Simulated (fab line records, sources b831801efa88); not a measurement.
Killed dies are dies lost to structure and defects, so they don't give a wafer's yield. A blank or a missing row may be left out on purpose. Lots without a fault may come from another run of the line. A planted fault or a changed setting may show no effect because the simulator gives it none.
One fault seen from 2 desks | flow sky130 | each desk has only its own numbers; what lay behind them comes last

THE METROLOGY DESK
What the gauges read, lot by lot, whatever tool the lot ran on: means of the sampled wafers that have a number. A lot is out of limits, marked OUT, if its mean lies more than 4 standard deviations from the usual mean; the brackets give that distance.
Columns: A = VT_ADJUST_LVTN_OVL at SKY_VT_ADJUST_LVTN_OVL_MEAS_07, usual -0.4 nm; B = VT_ADJUST_LVTN_TW at SKY_VT_ADJUST_LVTN_TW_MEAS_10, usual 243.3
lot  | first seen here | A    | B
L448 | day 6 20:27     | 1.0  | 241.3
L462 | day 11 03:36    | 1.5  | 242.3
L463 | day 11 11:04    | -1.3 | 246.0
L465 | day 12 05:10    | -0.4 | 244.2
L468 | day 13 16:25    | -1.3 | 242.7
L470 | day 14 01:28    | -2.7 | 244.7
This desk's finding: nothing out of limits on any of the 6 lots.

THE TOOL OWNER'S DESK: iline_stepper-01
The tool's own readings at SKY_VT_ADJUST_LVTN_EXPOSE_15 (exposes mask HVN STD DERIVED, target cd 600 nm): means of the sampled wafers that have a number, for each lot that ran on this tool. A lot is out of limits, marked OUT, if its mean lies more than 4 standard deviations from the usual mean; the brackets give that distance.
Columns: A = exposure_dose_mJ_cm2 at SKY_VT_ADJUST_LVTN_EXPOSE_15, usual 163.01; B = focus_offset_nm at SKY_VT_ADJUST_LVTN_EXPOSE_15, usual 0.0 nm
lot  | first seen here | A      | B
L448 | day 7 07:08     | 163.05 | 0.2
L465 | day 12 18:02    | 162.89 | 0.2
This desk's finding: nothing out of limits on any of the 2 lots.

PUT TOGETHER
The metrology desk saw nothing out of limits.
The tool owner's desk saw nothing out of limits.

WHAT THE SIMULATOR HAD PUT IN
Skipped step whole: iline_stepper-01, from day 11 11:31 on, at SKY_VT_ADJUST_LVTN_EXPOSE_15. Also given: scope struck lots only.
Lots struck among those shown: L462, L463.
